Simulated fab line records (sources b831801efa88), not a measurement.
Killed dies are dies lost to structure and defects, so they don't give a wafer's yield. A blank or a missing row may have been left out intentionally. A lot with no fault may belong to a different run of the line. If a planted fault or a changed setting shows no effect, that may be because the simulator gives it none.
Which of the tools did it? | flow gf180mcu | Sampling: 13 lots, 39 wafers, 3 of 602 route steps

== WHAT THE GAUGES SHOWED, per wafer ==
GF_V4_THK_MEAS_03. Usual: V4_CVD_02_THK gives 849 nm (standard deviation 9.3).
lot  | measured     | on            | V4_CVD_02_THK (nm) | flag
L625 | day 23 13:17 | film-metro-04 | 845 843 852        |
L626 | day 24 02:50 | film-metro-03 | 850 848 864        |
L627 | day 24 14:59 | film-metro-03 | 837 844 847        |
L628 | day 25 01:32 | film-metro-03 | 847 840 853        |
L636 | day 27 11:41 | film-metro-03 | 840 848 849        |
L638 | day 28 03:57 | film-metro-02 | 843 850 854        |
L639 | day 28 09:26 | film-metro-03 | 845 858 843        |
L640 | day 28 18:22 | film-metro-03 | 849 856 859        |
L641 | day 28 21:46 | film-metro-03 | 838 839 851        |
L643 | day 29 09:49 | film-metro-03 | 848 856 874        |
L644 | day 29 18:20 | film-metro-02 | 852 862 850        |
L646 | day 30 08:34 | film-metro-03 | 835 857 856        |
L647 | day 30 11:30 | film-metro-04 | 834 845 847        |

== WHICH TOOL RAN EACH LOT (tool, then ch and the chambers of the sampled wafers, then the start) ==
lot  | GF_M1_SPUTTER_01             | GF_V1_SPUTTER_22
L625 | pvd-sputter-01, day 16 06:47 | pvd-sputter-04, day 18 06:38
L626 | pvd-sputter-03, day 16 20:43 | pvd-sputter-02, day 18 21:48
L627 | pvd-sputter-02, day 17 07:46 | pvd-sputter-04, day 19 09:50
L628 | pvd-sputter-02, day 17 18:52 | pvd-sputter-04, day 19 21:07
L636 | pvd-sputter-03, day 20 14:46 | pvd-sputter-03, day 22 15:47
L638 | pvd-sputter-03, day 21 07:46 | pvd-sputter-04, day 23 08:30
L639 | pvd-sputter-02, day 21 17:43 | pvd-sputter-04, day 23 18:00
L640 | pvd-sputter-01, day 22 01:25 | pvd-sputter-04, day 24 01:42
L641 | pvd-sputter-03, day 22 08:15 | pvd-sputter-02, day 24 07:16
L643 | pvd-sputter-01, day 22 21:38 | pvd-sputter-04, day 24 20:12
L644 | pvd-sputter-02, day 23 07:27 | pvd-sputter-04, day 25 05:53
L646 | pvd-sputter-01, day 24 01:17 | pvd-sputter-02, day 25 22:55
L647 | pvd-sputter-02, day 24 06:12 | pvd-sputter-03, day 26 02:32
- GF_M1_SPUTTER_01: material TiN, target thk 30 nm, time 25 s.
- GF_V1_SPUTTER_22: material TiN, target thk 10 nm, time 40 s.

== AS READ BY THE TOOLS THEMSELVES (means over the sampled wafers that have a number; for cases with no such wafer, the mark the record gives instead) ==
GF_M1_SPUTTER_01. Usual: chamber-pressure-pa 0.4001 Pa, standard deviation 0.00089; throttle-valve-pct 29.9 %, standard deviation 0.98.
lot  | tool           | chamber-pressure-pa (Pa) | throttle-valve-pct (%) | flag
L625 | pvd-sputter-01 | 0.4001                   | 29.7                   |
L626 | pvd-sputter-03 | 0.4001                   | 30.6                   |
L627 | pvd-sputter-02 | 0.4009                   | 29.0                   |
L628 | pvd-sputter-02 | 0.4008                   | 29.3                   |
L636 | pvd-sputter-03 | 0.3991                   | 30.5                   |
L638 | pvd-sputter-03 | 0.3999                   | 30.4                   |
L639 | pvd-sputter-02 | 0.3998                   | 29.2                   |
L640 | pvd-sputter-01 | 0.4000                   | 29.6                   |
L641 | pvd-sputter-03 | 0.4001                   | 31.1                   |
L643 | pvd-sputter-01 | 0.3998                   | 29.5                   |
L644 | pvd-sputter-02 | 0.4003                   | 29.4                   |
L646 | pvd-sputter-01 | 0.4008                   | 29.9                   |
L647 | pvd-sputter-02 | 0.4000                   | 29.3                   |

GF_V1_SPUTTER_22. Usual: chamber-pressure-pa 5.002 Pa, standard deviation 0.01; throttle-valve-pct 30.2 %, standard deviation 1.
lot  | tool           | chamber-pressure-pa (Pa) | throttle-valve-pct (%) | flag
L625 | pvd-sputter-04 | 5.006                    | 30.0                   |
L626 | pvd-sputter-02 | 5.006                    | 29.0                   |
L627 | pvd-sputter-04 | 5.149                    | 30.2                   | OFF
L628 | pvd-sputter-04 | 5.152                    | 29.5                   | OFF
L636 | pvd-sputter-03 | 5.002                    | 31.1                   |
L638 | pvd-sputter-04 | 5.002                    | 30.0                   |
L639 | pvd-sputter-04 | 5.016                    | 30.6                   |
L640 | pvd-sputter-04 | 5.000                    | 30.7                   |
L641 | pvd-sputter-02 | 5.004                    | 29.3                   |
L643 | pvd-sputter-04 | 4.999                    | 30.0                   |
L644 | pvd-sputter-04 | 4.994                    | 30.0                   |
L646 | pvd-sputter-02 | 5.009                    | 29.3                   |
L647 | pvd-sputter-03 | 5.001                    | 31.3                   |

== THE ANSWER, worked out from the rows above alone ==
Rule: a lot is off if the mean of its wafers that have a number lies more than 3 standard deviations from the usual mean. Also off: a lot with no number at a reading for which 4 or more lots have one. Any other lot the step has rows for is counted as sound. Order of review: gauges by route order, followed by the tools' own readings, for which a lot's mean as printed above is used. The first step at which some lot is off is used, and at that step the reading that is off furthest; a lot without a number counts as furthest.
Off, at GF_V1_SPUTTER_22 on chamber-pressure-pa: L627, L628.
If a tool, at that step or one of the process steps before it, ran each lot that is off and ran no sound lot following the first of them, it fits. No candidate that was tried fits.

== WHAT THE SIMULATOR HAD PUT IN ==
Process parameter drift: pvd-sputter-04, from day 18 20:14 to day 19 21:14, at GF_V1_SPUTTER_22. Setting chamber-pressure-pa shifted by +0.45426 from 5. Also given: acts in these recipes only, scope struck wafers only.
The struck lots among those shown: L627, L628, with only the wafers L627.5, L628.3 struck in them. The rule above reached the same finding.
